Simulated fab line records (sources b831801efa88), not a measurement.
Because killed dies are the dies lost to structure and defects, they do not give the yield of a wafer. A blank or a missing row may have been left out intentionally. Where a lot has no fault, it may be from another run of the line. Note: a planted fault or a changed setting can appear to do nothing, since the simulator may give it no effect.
Shared-tool check    flow gf180mcu    Sample size 11 lots and 39 wafers

== THE REASON FOR OPENING IT ==
At GF_CONTACT_RS_MEAS_25 the reading CONTACT_W_RS is flagged on 2 of 11 lots. Wafers without a fault read 0.381 ohm/sq, standard deviation 0.0037.
Rule: a lot gets a flag if all its wafers with a number sit over 4 standard deviations from that mean, or if no wafer of it has a number. The rest of the lots are taken to be sound.

lot   measured      on             CONTACT_W_RS (ohm/sq), wafer by wafer  flag
L740  day 16 06:45  film_metro-02  0.378 0.378 0.372                      
L742  day 16 18:40  film_metro-03  0.382 0.379 0.378                      
L744  day 17 14:10  film_metro-01  0.384 0.383 0.380                      
L746  day 18 06:11  film_metro-03  0.387 0.385 0.386                      
L749  day 19 16:42  film_metro-03  0.389 0.382 0.382                      
L751  day 20 09:49  film_metro-01  0.384 0.385 0.386                      
L755  day 21 12:52  film_metro-03  0.335 0.334 0.336 0.336 0.335 0.336    FLAGGED
L756  day 21 21:11  film_metro-01  0.336 0.339 0.340 0.336 0.338 0.339    FLAGGED
L759  day 23 02:25  film_metro-03  0.380 0.380 0.380                      
L761  day 23 16:41  film_metro-02  0.379 0.382 0.377                      
L763  day 24 10:12  film_metro-03  0.381 0.377 0.379                      
The numbers of the flagged lots are 0.337 ohm/sq on average: -0.044 ohm/sq against the usual, or -12 standard deviations.

== LOT BY LOT: THE TOOL USED ==
The record holds 2 process steps before the reading, out of a route of 602 steps. In each cell: the tool, then ch and the chambers that the sampled wafers went through, then the start.
lot   flag     GF_SALICIDE_SPUTTER_02        GF_CONTACT_CVD_24
L740           pvd_sputter-04, day 15 06:43  cvd_w-01 ch 0,1, day 16 06:39
L742           pvd_sputter-04, day 15 18:50  cvd_w-02 ch 0,1, day 16 18:34
L744           pvd_sputter-01, day 16 13:22  cvd_w-02 ch 0,1, day 17 14:02
L746           pvd_sputter-01, day 17 04:46  cvd_w-02 ch 0,1, day 18 06:04
L749           pvd_sputter-03, day 18 14:23  cvd_w-01 ch 0,1, day 19 16:34
L751           pvd_sputter-03, day 19 07:25  cvd_w-01 ch 0,1, day 20 09:43
L755  FLAGGED  pvd_sputter-04, day 20 11:30  cvd_w-01 ch 0,1, day 21 12:46
L756  FLAGGED  pvd_sputter-04, day 20 19:41  cvd_w-01 ch 0,1, day 21 21:04
L759           pvd_sputter-01, day 22 01:35  cvd_w-02 ch 0,1, day 23 02:19
L761           pvd_sputter-01, day 22 15:39  cvd_w-02 ch 0,1, day 23 16:35
L763           pvd_sputter-04, day 23 09:33  cvd_w-02 ch 0,1, day 24 10:06
What these steps do:
- GF_SALICIDE_SPUTTER_02: material Co, target thk 10 nm, time 20 s.
- GF_CONTACT_CVD_24: deposits W, target thk 300 nm, time 90.339 s.
- GF_CONTACT_RS_MEAS_25: measures by four-point-probe.

== FLAGGED AGAINST TOTAL, ONE TOOL AT A TIME (gauges that did the reading follow at the end) ==
step                    tool            lots run  flagged  share of the flagged lots  sound lots run after its first flagged lot
GF_SALICIDE_SPUTTER_02  pvd_sputter-01  4         0        none                       -
GF_SALICIDE_SPUTTER_02  pvd_sputter-03  2         0        none                       -
GF_SALICIDE_SPUTTER_02  pvd_sputter-04  5         2        all                        1 (L763)
GF_CONTACT_CVD_24       cvd_w-01        5         2        all                        0
GF_CONTACT_CVD_24       cvd_w-02        6         0        none                       -
GF_CONTACT_RS_MEAS_25   film_metro-01   3         1        some                       0
GF_CONTACT_RS_MEAS_25   film_metro-02   2         0        none                       -
GF_CONTACT_RS_MEAS_25   film_metro-03   6         1        some                       2 (L759,L763)

== WHAT THE TABLE PERMITS ==
In 2 table rows, all flagged lots were run: pvd_sputter-04 (GF_SALICIDE_SPUTTER_02), cvd_w-01 (GF_CONTACT_CVD_24).
- pvd_sputter-04 at GF_SALICIDE_SPUTTER_02 ran 5 lots, 2 of them flagged. Lots that were sound ran on it after the first flagged one (L763); a persistent fault on the entire tool would not allow that.
- cvd_w-01 at GF_CONTACT_CVD_24 ran 5 lots, 2 of them flagged. It ran its last sound lot, L751, at day 20 09:43 and its first flagged lot, L755, at day 21 12:46: a fault with its onset between the two fits.
One tool is left: cvd_w-01 at GF_CONTACT_CVD_24.

== WHAT WAS PUT IN BY THE SIMULATOR ==
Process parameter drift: cvd_w-01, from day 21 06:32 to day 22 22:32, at GF_CONTACT_CVD_24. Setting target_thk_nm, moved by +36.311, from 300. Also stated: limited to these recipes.
Lots struck among those shown: L755, L756. The same result came from the rule above.
